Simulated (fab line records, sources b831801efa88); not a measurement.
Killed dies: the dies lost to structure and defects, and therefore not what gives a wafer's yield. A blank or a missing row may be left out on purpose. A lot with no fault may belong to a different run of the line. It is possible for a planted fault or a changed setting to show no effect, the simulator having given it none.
fab line records	flow sky130
record lots=5	wafers=15	last-day=50
route steps=708 shown POLY_GATE@204 RES_PROTECT@206 LDD_N@237 PAD_OPEN@708
lots untouched by any fault: they come from a run of this same line in which no faults occurred
start-h: hours from the record's opening day to when the first of the lot's shown wafers began	wait-h: time in hours since the lot's previous step	" identical to the entry in the row above	L1.1+2: a single row standing in for several wafers	- no value, or no start was given	* or withheld: withheld	< > ~ a bound
route shown NAME@n: NAME is a module with steps in the file, n the number in the route of the first one	usual: mean/standard deviation taken from wafers without a fault	same: alike in all rows	chamber/n: place in a boat	sites: each site's reading	_std_site: how widely they spread, as a standard deviation	_edge_site: the outer-site mean with the inner-site mean subtracted	radius-mm: for every site, how far away it sits from the centre of the wafer	mask NAME#n: copy n	behind: the most recent tool/chamber to have shaped the wafer	hold: why the lot was held/for how many hours/how that ended	device: transistor that didn't switch, given as n, p or np	end of line: tests run on the same wafers once the route is complete	for a step that has no rows: nothing shown but its recipe	killed: not the wafer's yield, but the dies lost to structure and defects at the first sort	map: a wafer's dies, x killed, . not, _ none there
set.NAME: the setting the step ran with; set.NAME@STEP: the setting that earlier step ran with	model.NAME: the simulator's own value behind a step, which no gauge read
lots at some steps of the route; a table a step, a row a wafer
services: from which hour (start-h, from the record's first day; less than 0 if before it) a tool's chamber was out of use, for how many hours, and why
## steps
# step SKY_POLY_GATE_CVD_00
# recipe material=poly-Si	target-thk-nm=180	temp-c=620	time-s=720	pressure-mtorr=200
# step SKY_POLY_GATE_THK_MEAS_01
# recipe reads=poly-Si_of_POLY_GATE_CVD_00
# usual POLY_GATE_CVD_00_THK=180.4/1.6
lot.wafer	tool	chamber	start-h	wait-h	POLY_GATE_CVD_00_THK[nm]
L136.2	film-metro-04	-	334.37	0.0	181.2
L136.3	"	-	"	"	181.3
L136.5	"	-	"	"	182.4
L138.3	film-metro-02	-	358.54	0.0	176.4
L138.4	"	-	"	"	179.3
L138.5	"	-	"	"	177.7
L139.3	film-metro-01	-	364.59	0.0	181.6
L139.4	"	-	"	"	181.5
L139.6	"	-	"	"	181.5
L141.3	film-metro-01	-	380.39	0.0	178.9
L141.4	"	-	"	"	179.0
L141.5	"	-	"	"	179.6
L154.2	film-metro-02	-	496.18	0.0	178.6
L154.3	"	-	"	"	179.2
L154.6	"	-	"	"	178.1
# step SKY_RES_PROTECT_DEHYDRATE_00
# recipe temp-c=200	time-s=60
# step SKY_RES_PROTECT_HMDS_01
# recipe prime-time-s=60	prime-temp-c=120
# step SKY_RES_PROTECT_COAT_02
# recipe resist=NOVOLAK	spin-rpm=3000	resist-thk-nm=1140
# step SKY_RES_PROTECT_SOFTBAKE_03
# recipe temp-c=90	time-s=60	resist=NOVOLAK
# step SKY_RES_PROTECT_EXPOSE_04
# recipe mask-id=RPM	na=0.6	source-shape=conventional	sigma-outer=0.6	polarization=unpolarized	target-cd-nm=1270	dose-mj=131
# step SKY_RES_PROTECT_PEB_05
# recipe temp-c=withheld	time-s=*	resist=NOVOLAK
# step SKY_RES_PROTECT_DEVELOP_06
# recipe resist=NOVOLAK	developer=TMAH	develop-time-s=60	dev-temp-c=23
# step SKY_POLY_GATE_IMPLANT_02
# recipe species=P	energy-kev=30	dose-cm2=7.7e+15	tilt-deg=0
# step SKY_RES_PROTECT_STRIP_07
# recipe chemistry=O2/N2	power-w=1400	pressure-mtorr=1500	platen-temp-c=withheld	o2-flow-sccm=3000	n2-flow-sccm=300	overash-fraction=0.5
# usual drypump-motor-current-A=5.7/0.51	oes-product-au=0.517/0.0047	strip-time-to-endpoint-s=23.30/0.041
lot.wafer	tool	chamber	start-h	wait-h	drypump-motor-current-A	oes-product-au	rf-hours-counter-h	strip-time-to-endpoint-s
L136.2	plasma-asher-04	1	361.87	0.1	5.8	0.519	24	23.31
L136.3	"	0	"	"	5.4	0.512	-	23.31
L136.5	"	0	"	"	5.4	0.520	-	23.32
L138.3	plasma-asher-04	0	387.58	0.1	5.4	0.517	-	23.35
L138.4	"	1	"	"	5.8	0.518	-	23.25
L138.5	"	1	"	"	5.8	0.520	-	23.31
L139.3	plasma-asher-03	0	393.93	0.1	4.9	0.520	-	23.30
L139.4	"	1	"	"	5.8	0.515	-	23.24
L139.6	"	1	"	"	5.7	0.511	-	23.33
L141.3	plasma-asher-04	1	409.88	0.1	5.8	0.517	-	23.27
L141.4	"	0	"	"	5.4	0.502	-	23.27
L141.5	"	1	"	"	5.8	0.517	-	23.30
L154.2	plasma-asher-04	0	525.77	0.1	5.4	0.519	41	23.28
L154.3	"	0	"	"	5.4	0.514	-	23.30
L154.6	"	1	"	"	5.8	0.514	-	23.28
# step SKY_RES_PROTECT_TW_MEAS_08
# usual POLY_GATE_TW=4043/24
lot.wafer	tool	chamber	start-h	wait-h	POLY_GATE_TW
L136.2	film-metro-01	-	361.98	0.1	4035
L136.3	"	-	"	"	4041
L136.5	"	-	"	"	4019
L138.3	film-metro-01	-	387.66	0.1	4067
L138.4	"	-	"	"	4052
L138.5	"	-	"	"	4071
L139.3	film-metro-03	-	394.01	0.1	4054
L139.4	"	-	"	"	4067
L139.6	"	-	"	"	4064
L141.3	film-metro-04	-	409.96	0.1	4018
L141.4	"	-	"	"	4013
L141.5	"	-	"	"	4025
L154.2	film-metro-01	-	525.88	0.1	4023
L154.3	"	-	"	"	4041
L154.6	"	-	"	"	4022
# step SKY_RES_PROTECT_CLEAN_09
# recipe chemistry=SC1/SC2	mix=1:4:20	temp-c=70	time-s=150	dry=n2-spin
# same time-s=150
lot.wafer	tool	chamber	start-h	wait-h
L136.2+3+5	wet-bench-02	3	362.03	0.0
L138.3+4+5	wet-bench-02	0	387.70	0.0
L139.3+4+6	wet-bench-02	2	394.05	0.0
L141.3+4+5	wet-bench-04	3	410.00	0.0
L154.2+3+6	wet-bench-02	3	525.93	0.0
# step SKY_POLY_GATE_CVD_03
# recipe material=Si3N4	precursor=DCS/NH3	target-thk-nm=75	temp-c=770	time-s=1290	pressure-mtorr=250
# step SKY_POLY_GATE_THK_MEAS_04
# recipe reads=Si3N4_of_POLY_GATE_CVD_03
# usual POLY_GATE_CVD_03_THK=74.9/0.7
lot.wafer	tool	chamber	start-h	wait-h	POLY_GATE_CVD_03_THK[nm]
L136.2	film-metro-04	-	364.85	0.0	75.4
L136.3	"	-	"	"	74.7
L136.5	"	-	"	"	74.6
L138.3	film-metro-02	-	391.19	0.0	74.6
L138.4	"	-	"	"	75.7
L138.5	"	-	"	"	75.7
L139.3	film-metro-02	-	396.16	0.0	75.5
L139.4	"	-	"	"	74.9
L139.6	"	-	"	"	75.4
L141.3	film-metro-01	-	416.44	0.0	74.5
L141.4	"	-	"	"	74.5
L141.5	"	-	"	"	74.9
L154.2	film-metro-04	-	527.35	0.0	74.1
L154.3	"	-	"	"	75.0
L154.6	"	-	"	"	74.7
# step SKY_POLY_GATE_DEHYDRATE_05
# recipe temp-c=200	time-s=60
# step SKY_POLY_GATE_HMDS_06
# recipe prime-time-s=60	prime-temp-c=120
# step SKY_POLY_GATE_COAT_07
# recipe resist=BARC	temp-c=withheld	time-s=withheld	spin-rpm=3000	resist-thk-nm=110
# step SKY_POLY_GATE_COAT_08
# recipe resist=KrF-thick	spin-rpm=3000	resist-thk-nm=450
# step SKY_POLY_GATE_SOFTBAKE_09
# recipe temp-c=100	time-s=90	resist=KrF-thick
# step SKY_POLY_GATE_EXPOSE_10
# recipe mask-id=P1M	na=0.68	source-shape=conventional	sigma-outer=0.6	target-cd-nm=150	dose-mj=28
# step SKY_POLY_GATE_PEB_11
# recipe peb-temp-c=withheld	peb-time-s=withheld	resist=KrF-thick
# step SKY_POLY_GATE_DEVELOP_12
# recipe develop-time-s=60	resist=KrF-thick	dev-temp-c=21
# step SKY_POLY_GATE_CD_MEAS_13
# recipe target-cd-nm=150
# usual cd-nm=150.1/1.3
lot.wafer	tool	chamber	start-h	wait-h	cd-nm
L136.2	cd-sem-02	-	394.71	-	150.0
L136.3	"	-	"	"	150.3
L136.5	"	-	"	"	151.3
L138.3	cd-sem-01	-	420.14	-	149.1
L138.4	"	-	"	"	148.8
L138.5	"	-	"	"	150.2
L139.3	cd-sem-01	-	426.01	-	151.3
L139.4	"	-	"	"	149.3
L139.6	"	-	"	"	150.4
L141.3	cd-sem-01	-	447.21	-	149.0
L141.4	"	-	"	"	146.8
L141.5	"	-	"	"	148.9
L154.2	cd-sem-01	-	557.18	-	153.5
L154.3	"	-	"	"	151.7
L154.6	"	-	"	"	152.5
# step SKY_POLY_GATE_OVL_MEAS_14
# usual POLY_GATE_OVL=-5/5.1
lot.wafer	tool	chamber	start-h	wait-h	POLY_GATE_OVL[nm]
L136.2	overlay-01	-	394.82	0.1	1
L136.3	"	-	"	"	-6
L136.5	"	-	"	"	-10
L138.3	overlay-02	-	420.23	0.1	5
L138.4	"	-	"	"	-7
L138.5	"	-	"	"	-3
L139.3	overlay-01	-	426.10	0.1	-3
L139.4	"	-	"	"	-11
L139.6	"	-	"	"	-7
L141.3	overlay-01	-	447.30	0.1	-8
L141.4	"	-	"	"	-11
L141.5	"	-	"	"	-12
L154.2	overlay-02	-	557.29	0.1	-5
L154.3	"	-	"	"	-4
L154.6	"	-	"	"	-4
# step SKY_POLY_GATE_ETCH_15
# recipe chemistry=N2/H2	target=BARC	ion-energy-ev=200	source-w=500	bias-w=100	pressure-mtorr=30	n2-flow-sccm=100	h2-flow-sccm=200	stop-on=SiO2	time-s=118.5	target-depth-a=1100
# usual drypump-motor-current-A=6.0/0.39	oes-product-au=0.716/0.0048	throttle-valve-pct=13.213/0.0094
# same time-s=118.5
lot.wafer	tool	chamber	start-h	wait-h	drypump-motor-current-A	oes-product-au	rf-hours-counter-h	throttle-valve-pct
L136.2	rie-diel-04	0	394.85	0.0	6.3	0.707	82	13.211
L136.3	"	1	"	"	5.9	0.710	2	13.217
L136.5	"	2	"	"	6.0	0.719	-	13.195
L138.3	rie-diel-01	1	420.26	0.0	5.8	0.719	64	13.222
L138.4	"	2	"	"	6.1	0.721	1	13.214
L138.5	"	3	"	"	5.4	0.710	-	13.215
L139.3	rie-diel-01	0	426.13	0.0	5.9	0.712	0	13.207
L139.4	"	2	"	"	6.2	0.715	1	13.198
L139.6	"	2	"	"	6.2	0.714	-	13.214
L141.3	rie-diel-04	3	447.33	0.0	6.8	0.718	6	13.212
L141.4	"	0	"	"	6.3	0.726	83	13.213
L141.5	"	0	"	"	6.2	0.706	-	13.204
L154.2	rie-diel-01	0	557.32	0.0	5.9	0.713	2	13.211
L154.3	"	2	"	"	6.1	0.716	4	13.214
L154.6	"	1	"	"	5.8	0.714	-	13.225
# step SKY_POLY_GATE_ETCH_16
# recipe stop-on=poly-Si	chemistry=CH3F/O2	target=Si3N4	source-w=400	bias-w=80	pressure-mtorr=25	ch3f-flow-sccm=40	O2_flow_sccm=30	time-s=147.5	target-depth-a=750
# usual drypump-motor-current-A=6.0/0.39	oes-product-au=0.640/0.0048	throttle-valve-pct=10.535/0.0083
# same time-s=147.5
lot.wafer	tool	chamber	start-h	wait-h	drypump-motor-current-A	oes-product-au	rf-hours-counter-h	throttle-valve-pct
L136.2	rie-diel-04	0	394.93	0.0	6.3	0.640	82	10.542
L136.3	"	1	"	"	6.0	0.638	2	10.533
L136.5	"	2	"	"	6.0	0.633	-	10.543
L138.3	rie-diel-01	1	420.34	0.0	5.8	0.643	64	10.531
L138.4	"	2	"	"	6.1	0.642	1	10.537
L138.5	"	3	"	"	5.4	0.647	-	10.539
L139.3	rie-diel-01	0	426.21	0.0	5.9	0.647	0	10.544
L139.4	"	2	"	"	6.2	0.640	1	10.530
L139.6	"	2	"	"	6.2	0.648	-	10.534
L141.3	rie-diel-04	3	447.41	0.0	6.8	0.636	7	10.537
L141.4	"	0	"	"	6.3	0.643	83	10.524
L141.5	"	0	"	"	6.3	0.636	-	10.535
L154.2	rie-diel-01	0	557.40	0.0	5.9	0.639	3	10.528
L154.3	"	2	"	"	6.1	0.638	4	10.532
L154.6	"	1	"	"	5.8	0.646	-	10.531
# step SKY_POLY_GATE_ETCH_17
# recipe target-depth-nm=180	stop-on=SiO2	over-etch-frac=0.56667	chemistry=HBr/Cl2	target=poly-Si	icp-w=400	bias-w=100	pressure-mtorr=10	HBr_flow_sccm=150	Cl2_flow_sccm=50	time-s=70.5
# usual drypump-motor-current-A=5.8/0.46	mfc-cl2-sccm=50.03/0.15	oes-product-au=0.986/0.0075	throttle-valve-pct=33.684/0.0086
# same time-s=70.5
lot.wafer	tool	chamber	start-h	wait-h	drypump-motor-current-A	mfc-cl2-sccm	oes-product-au	rf-hours-counter-h	throttle-valve-pct
L136.2	rie-si-01	3	395.03	0.0	6.0	50.15	0.988	36	33.675
L136.3	"	1	"	"	5.8	49.92	0.980	2	33.685
L136.5	"	1	"	"	5.8	49.85	0.976	-	33.690
L138.3	rie-si-02	2	420.44	0.0	5.9	50.34	0.972	0	33.672
L138.4	"	3	"	"	6.7	49.98	0.993	40	33.666
L138.5	"	1	"	"	5.7	49.92	0.977	-	33.684
L139.3	rie-si-02	1	426.31	0.0	5.7	50.10	0.997	6	33.673
L139.4	"	2	"	"	5.9	49.91	1.006	0	33.680
L139.6	"	0	"	"	5.5	50.17	0.995	-	33.673
L141.3	rie-si-01	2	447.51	0.0	4.9	49.91	0.982	4	33.687
L141.4	"	1	"	"	5.8	50.07	0.982	3	33.680
L141.5	"	1	"	"	5.9	50.05	0.979	-	33.676
L154.2	rie-si-01	0	557.50	0.0	5.6	49.92	0.981	1	33.678
L154.3	"	1	"	"	5.8	50.24	0.976	3	33.694
L154.6	"	1	"	"	5.8	50.08	0.978	-	33.676
# step SKY_POLY_GATE_STRIP_18
# recipe chemistry=O2/N2	power-w=1400	pressure-mtorr=1500	platen-temp-c=withheld	o2-flow-sccm=3000	n2-flow-sccm=300	overash-fraction=0.5
# usual drypump-motor-current-A=5.9/0.36	oes-product-au=0.360/0.0045	strip-time-to-endpoint-s=3.171/0.028
lot.wafer	tool	chamber	start-h	wait-h	drypump-motor-current-A	oes-product-au	rf-hours-counter-h	strip-time-to-endpoint-s
L136.2	plasma-asher-02	1	395.09	0.0	5.7	0.362	68	3.186
L136.3	"	0	"	"	6.1	0.357	-	3.169
L136.5	"	1	"	"	5.7	0.356	-	3.198
L138.3	plasma-asher-02	1	420.53	0.1	5.7	0.358	-	3.192
L138.4	"	0	"	"	6.1	0.356	-	3.193
L138.5	"	1	"	"	5.8	0.353	-	3.178
L139.3	plasma-asher-04	1	426.40	0.1	5.8	0.359	-	3.207
L139.4	"	0	"	"	5.4	0.358	-	3.162
L139.6	"	1	"	"	5.8	0.361	-	3.190
L141.3	plasma-asher-04	1	447.60	0.1	5.8	0.366	-	3.168
L141.4	"	0	"	"	5.4	0.352	-	3.190
L141.5	"	1	"	"	5.8	0.361	-	3.198
L154.2	plasma-asher-04	1	557.56	0.0	5.8	0.359	44	3.202
L154.3	"	0	"	"	5.4	0.359	-	3.195
L154.6	"	1	"	"	5.8	0.364	-	3.234
# step SKY_POLY_GATE_CLEAN_19
# recipe chemistry=SC1/SC2	mix=1:4:20	temp-c=70	time-s=150	dry=n2-spin
# step SKY_POLY_GATE_OXIDATION_20
# recipe temp-c=850	ambient=O2	stabilise-s=600	purge-s=300	target-thk-a=40	ox-time-s=899
# step SKY_POLY_GATE_THK_MEAS_21
# recipe reads=SiO2_of_POLY_GATE_OXIDATION_20
# usual POLY_GATE_OXIDATION_THK=4.01/0.078
lot.wafer	tool	chamber	start-h	wait-h	POLY_GATE_OXIDATION_THK[nm]
L136.2	film-metro-04	-	398.51	0.0	3.91
L136.3	"	-	"	"	3.90
L136.5	"	-	"	"	3.85
L138.3	film-metro-01	-	423.91	0.0	4.09
L138.4	"	-	"	"	3.95
L138.5	"	-	"	"	3.99
L139.3	film-metro-04	-	428.57	0.0	4.02
L139.4	"	-	"	"	3.90
L139.6	"	-	"	"	3.95
L141.3	film-metro-04	-	449.38	0.0	4.08
L141.4	"	-	"	"	4.05
L141.5	"	-	"	"	4.13
L154.2	film-metro-02	-	558.97	0.0	4.03
L154.3	"	-	"	"	3.93
L154.6	"	-	"	"	3.95
# step SKY_POLY_GATE_CD_MEAS_22
# usual cd-nm=149.7/2
lot.wafer	tool	chamber	start-h	wait-h	cd-nm
L136.2	cd-sem-02	-	398.59	0.1	150.6
L136.3	"	-	"	"	149.4
L136.5	"	-	"	"	152.0
L138.3	cd-sem-01	-	424.01	0.1	149.5
L138.4	"	-	"	"	148.9
L138.5	"	-	"	"	150.7
L139.3	cd-sem-01	-	428.67	0.1	151.2
L139.4	"	-	"	"	148.9
L139.6	"	-	"	"	150.4
L141.3	cd-sem-01	-	449.48	0.1	146.9
L141.4	"	-	"	"	146.9
L141.5	"	-	"	"	148.6
L154.2	cd-sem-01	-	559.04	0.1	154.4
L154.3	"	-	"	"	153.4
L154.6	"	-	"	"	156.0
# step SKY_LDD_N_DEHYDRATE_00
# recipe temp-c=200	time-s=60
# step SKY_LDD_N_HMDS_01
# recipe prime-time-s=60	prime-temp-c=120
# step SKY_LDD_N_COAT_02
# recipe resist=NOVOLAK	spin-rpm=3000	resist-thk-nm=300
# step SKY_LDD_N_SOFTBAKE_03
# recipe temp-c=90	time-s=60	resist=NOVOLAK
# step SKY_LDD_N_EXPOSE_04
# recipe mask-id=NTM	target-cd-nm=840	na=0.6	source-shape=conventional	sigma-outer=0.6	dose-mj=110
# step SKY_LDD_N_PEB_05
# recipe temp-c=withheld	time-s=*	resist=NOVOLAK
# step SKY_LDD_N_DEVELOP_06
# recipe develop-time-s=60	dev-temp-c=23
# step SKY_LDD_N_OVL_MEAS_07
# usual LDD_N_OVL=0.0/1.4
lot.wafer	tool	chamber	start-h	wait-h	LDD_N_OVL[nm]
L136.2	overlay-01	-	428.15	0.1	1.0
L136.3	"	-	"	"	0.7
L136.5	"	-	"	"	0.0
L138.3	overlay-02	-	454.86	0.1	-1.3
L138.4	"	-	"	"	-0.6
L138.5	"	-	"	"	-0.5
L139.3	overlay-01	-	459.61	0.1	2.1
L139.4	"	-	"	"	0.7
L139.6	"	-	"	"	0.3
L141.3	overlay-01	-	479.65	0.1	0.1
L141.4	"	-	"	"	0.3
L141.5	"	-	"	"	-1.8
L154.2	overlay-01	-	588.55	0.1	1.2
L154.3	"	-	"	"	2.6
L154.6	"	-	"	"	0.7
# step SKY_LDD_N_IMPLANT_08
# recipe species=As	energy-kev=20	dose-cm2=7.5e+13	tilt-deg=withheld	rotation-deg=23
# step SKY_PAD_OPEN_PROBE_99
# usual killed_at_M0_to_M3=43/6.5	killed_at_M4_up=3.2/1.8	killed-at-contacts=24/5.2	killed-at-front-end=15/4	killed-at-other=0.4/0.69	killed-dies=86/8.7	killed-open=47/7	killed-short=39/5.7
# same gross-dies=492	killed-at-back-side=0
lot.wafer	tool	chamber	start-h	wait-h	hold	killed_at_M0_to_M3	killed_at_M4_up	killed-at-contacts	killed-at-front-end	killed-at-other	killed-dies	killed-open	killed-short
L136.2	prober-01	-	1093.17	0.1	-	41	3	29	20	0	93	42	48
L136.3	prober-01	-	1093.22	0.2	-	39	2	20	16	0	77	35	41
L136.5	prober-01	-	1093.32	0.2	-	42	2	24	23	0	91	48	43
L138.3	prober-01	-	1112.61	0.2	-	41	0	30	16	1	88	43	44
L138.4	prober-01	-	1112.66	0.2	-	40	1	30	10	3	84	41	41
L138.5	prober-01	-	1112.71	0.2	-	49	0	23	13	1	86	47	38
L139.3	prober-02	-	1113.31	0.2	await-dispo/12.9h/release	45	5	25	9	24	108	49	36
L139.4	prober-02	-	1113.36	0.2	await-dispo/12.9h/release	36	3	20	17	25	101	41	35
L139.6	prober-02	-	1113.46	0.2	await-dispo/12.9h/release	48	3	25	15	22	113	47	43
L141.3	prober-02	-	1126.62	0.2	-	43	2	23	20	1	89	56	32
L141.4	prober-02	-	1126.67	0.2	-	46	3	27	20	3	99	60	37
L141.5	prober-02	-	1126.72	0.2	-	53	9	16	15	2	95	51	42
L154.2	prober-01	-	1191.76	0.1	-	49	5	27	18	1	100	56	44
L154.3	prober-01	-	1191.81	0.2	-	36	3	27	23	0	89	53	36
L154.6	prober-01	-	1191.96	0.2	-	39	3	20	15	0	77	41	36
# killed by level:class
L136.2 LOCAL_INTERCONNECT:geometric-particle:short=8 VIA1:geometric-particle:open=8 POLY_GATE:geometric-particle:short=7 CONTACT:geometric-particle:open=7 METAL1:geometric-particle:short=7 VIA2:geometric-particle:open=6 LI_CONTACT:geometric-particle:open=5 FIELD_ISO:geometric-particle:open=4
L136.3 VIA1:geometric-particle:open=10 LI_CONTACT:geometric-particle:open=7 METAL1:geometric-particle:short=7 FIELD_ISO:geometric-particle:short=5 LOCAL_INTERCONNECT:geometric-particle:short=5 POLY_GATE:geometric-particle:short=4 VIA1:geometric-particle:short=4 VIA2:geometric-particle:open=4
L136.5 FIELD_ISO:geometric-particle:open=11 METAL2:geometric-particle:short=8 VIA1:geometric-particle:open=8 VIA3:geometric-particle:open=7 CONTACT:geometric-particle:short=6 POLY_GATE:geometric-particle:short=5 LI_CONTACT:geometric-particle:open=5 CONTACT:geometric-particle:open=5
L138.3 LI_CONTACT:geometric-particle:open=8 VIA2:geometric-particle:open=7 CONTACT:geometric-particle:short=7 CONTACT:geometric-particle:open=7 METAL1:geometric-particle:short=6 VIA1:geometric-particle:open=6 METAL2:geometric-particle:short=6 FIELD_ISO:geometric-particle:short=4
L138.4 VIA2:geometric-particle:open=10 CONTACT:geometric-particle:open=9 CONTACT:geometric-particle:short=8 METAL2:geometric-particle:short=6 LI_CONTACT:geometric-particle:short=5 METAL1:geometric-particle:short=5 VIA1:geometric-particle:open=5 LOCAL_INTERCONNECT:geometric-particle:open=4
L138.5 VIA1:geometric-particle:open=11 CONTACT:geometric-particle:open=10 VIA1:geometric-particle:short=8 VIA2:geometric-particle:open=7 METAL1:geometric-particle:short=6 VIA3:geometric-particle:open=4 LI_CONTACT:geometric-particle:open=4 FIELD_ISO:geometric-particle:short=3
L139.3 RES_PROTECT:unspecified=23 VIA1:geometric-particle:open=17 CONTACT:geometric-particle:open=8 LI_CONTACT:geometric-particle:open=7 VIA2:geometric-particle:open=6 CONTACT:geometric-particle:short=5 VIA3:geometric-particle:short=5 VIA1:geometric-particle:short=4
L139.4 RES_PROTECT:unspecified=23 VIA3:geometric-particle:open=10 METAL1:geometric-particle:short=7 VIA1:geometric-particle:open=7 CONTACT:geometric-particle:open=6 FIELD_ISO:geometric-particle:short=5 LOCAL_INTERCONNECT:geometric-particle:short=5 FIELD_ISO:geometric-particle:open=4
L139.6 RES_PROTECT:unspecified=22 LI_CONTACT:geometric-particle:open=8 VIA2:geometric-particle:open=8 VIA1:geometric-particle:open=7 VIA3:geometric-particle:open=7 LOCAL_INTERCONNECT:geometric-particle:short=6 VIA2:geometric-particle:short=6 POLY_GATE:geometric-particle:open=4
L141.3 CONTACT:geometric-particle:open=10 VIA1:geometric-particle:open=10 METAL1:geometric-particle:short=9 FIELD_ISO:geometric-particle:short=7 LI_CONTACT:geometric-particle:open=7 VIA3:geometric-particle:open=7 FIELD_ISO:geometric-particle:open=6 VIA2:geometric-particle:open=5
L141.4 LI_CONTACT:geometric-particle:open=12 CONTACT:geometric-particle:open=9 VIA3:geometric-particle:open=9 VIA1:geometric-particle:open=8 VIA2:geometric-particle:open=7 POLY_GATE:geometric-particle:open=6 METAL1:geometric-particle:short=6 METAL2:geometric-particle:short=6
L141.5 VIA1:geometric-particle:open=18 VIA1:geometric-particle:short=8 METAL4:geometric-particle:short=7 FIELD_ISO:geometric-particle:short=6 LI_CONTACT:geometric-particle:open=6 CONTACT:geometric-particle:open=6 VIA2:geometric-particle:open=6 METAL2:geometric-particle:short=5
L154.2 CONTACT:geometric-particle:open=11 VIA3:geometric-particle:open=9 FIELD_ISO:geometric-particle:open=7 VIA1:geometric-particle:open=7 VIA1:geometric-particle:short=7 VIA2:geometric-particle:open=7 LOCAL_INTERCONNECT:geometric-particle:short=6 LI_CONTACT:geometric-particle:open=5
L154.3 CONTACT:geometric-particle:open=11 FIELD_ISO:geometric-particle:open=9 VIA3:geometric-particle:open=9 VIA1:geometric-particle:open=6 VIA1:geometric-particle:short=5 LI_CONTACT:geometric-particle:open=5 LOCAL_INTERCONNECT:geometric-particle:short=4 METAL1:geometric-particle:short=4
L154.6 VIA1:geometric-particle:open=9 CONTACT:geometric-particle:open=8 METAL2:geometric-particle:short=6 LI_CONTACT:geometric-particle:open=5 CONTACT:geometric-particle:short=5 VIA1:geometric-particle:short=5 POLY_GATE:geometric-particle:open=4 VIA2:geometric-particle:open=4
# map L139.6 (x killed, . not)
__________.........._________
________..xx.x..x.x..x_______
______...............x.._____
_____.......xx....x.....x____
____.x......x.....x.x.....___
___...x..x.....x.x.......x.__
__..............x..xx..xx..._
_....x......xx..........x...x
_.....xx........x.x..xx.x...x
_.x.....x.......x............
_x.x.x...x.....x...x..x..xx..
_.....................x.xx..x
_.....x.x......x............x
_x..x.....x...x....xx..x.....
_x.............x..x..xxxxx...
__x........x...xx....xx.xxxx_
___...xx.............xxxxxx__
____.......xx........x.xxx___
_____...........x....xxxx____
______...x...x..x....x.x_____
________x............._______
__________.xx.x...xx_________
# map L138.3 (x killed, . not)
__________...x..x..._________
________.........x...._______
______.......x.x...xx..._____
_____.x.......x.x........____
____...xx.x........x...x..___
___...x..........x...x..x..__
__...x.x...............x...._
_x.x....xx.xx......x......x..
_.xxx................x.......
_xx.....x...xx.x........x....
_x........x...xx...x......x.x
_..xx..x...............x.x...
_..................x........x
_.....x..xx.xxxx....x...x....
_..xx.xx.......x....x..x.....
__x..x....x................._
___x.......x.x......xx.....__
____.....x..............xx___
_____...............x....____
______...............x.._____
________......x..x..x._______
__________.x........_________
## services
tool	chamber	start-h	hours	kind
rie-diel-04	2	339.93	-	clean
rie-diel-04	2	339.93	20.4	scheduled-down
rie-diel-04	2	339.93	20.4	vent-cycle
plasma-asher-02	-	340.03	12.6	pm
rie-si-02	-	345.69	2.8	pm
rie-diel-01	2	346.14	-	clean
rie-diel-01	2	346.14	18.1	scheduled-down
rie-diel-01	2	346.14	18.1	vent-cycle
rie-diel-01	2	375.29	2.7	repair
wet-bench-04	-	378.52	1.9	pm
rie-diel-01	0	379.40	-	clean
rie-diel-01	0	379.40	14.0	scheduled-down
rie-diel-01	0	379.40	14.0	vent-cycle
rie-si-01	3	383.71	4.2	repair
plasma-asher-03	-	411.54	0.8	repair
rie-diel-04	2	417.52	3.4	repair
plasma-asher-02	-	421.25	9.0	pm
plasma-asher-02	-	439.19	14.6	pm
rie-diel-01	3	507.98	13.8	repair
wet-bench-02	-	514.19	4.1	repair
rie-diel-01	1	522.52	1.7	repair
rie-diel-04	0	543.36	-	clean
rie-diel-04	0	543.36	14.4	scheduled-down
rie-diel-04	3	544.42	5.6	repair
## key
first-sign step=SKY_PAD_OPEN_PROBE_99	reading=killed-at-other	direction=up	sigmas=23	usual=0.4	struck=23.7
effect step=SKY_PAD_OPEN_PROBE_99	reading=killed-dies	direction=up	sigmas=2.4	usual=86	struck=107
met-at SKY_RES_PROTECT_CLEAN_09
struck-wafers L139.3,L139.4,L139.6
tester-left-out L139
also-fits SKY_RES_PROTECT_STRIP_07:plasma-asher-03,SKY_POLY_GATE_ETCH_17:rie-si-02
fault kind=chamber-particle-source	tool=wet-bench-02	chamber=2	onset-h=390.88	steps=SKY_RES_PROTECT_CLEAN_09	rate-per-visit-cm2=0.4255	end-h=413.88
# tester-left-out: of these lots the tester's yield and bins aren't shown, on N5 and GAA mostly nor the transistor test; their killed dies are dies lost to structure and defects alone, not to doping, threshold or leakage, so they don't give the yield
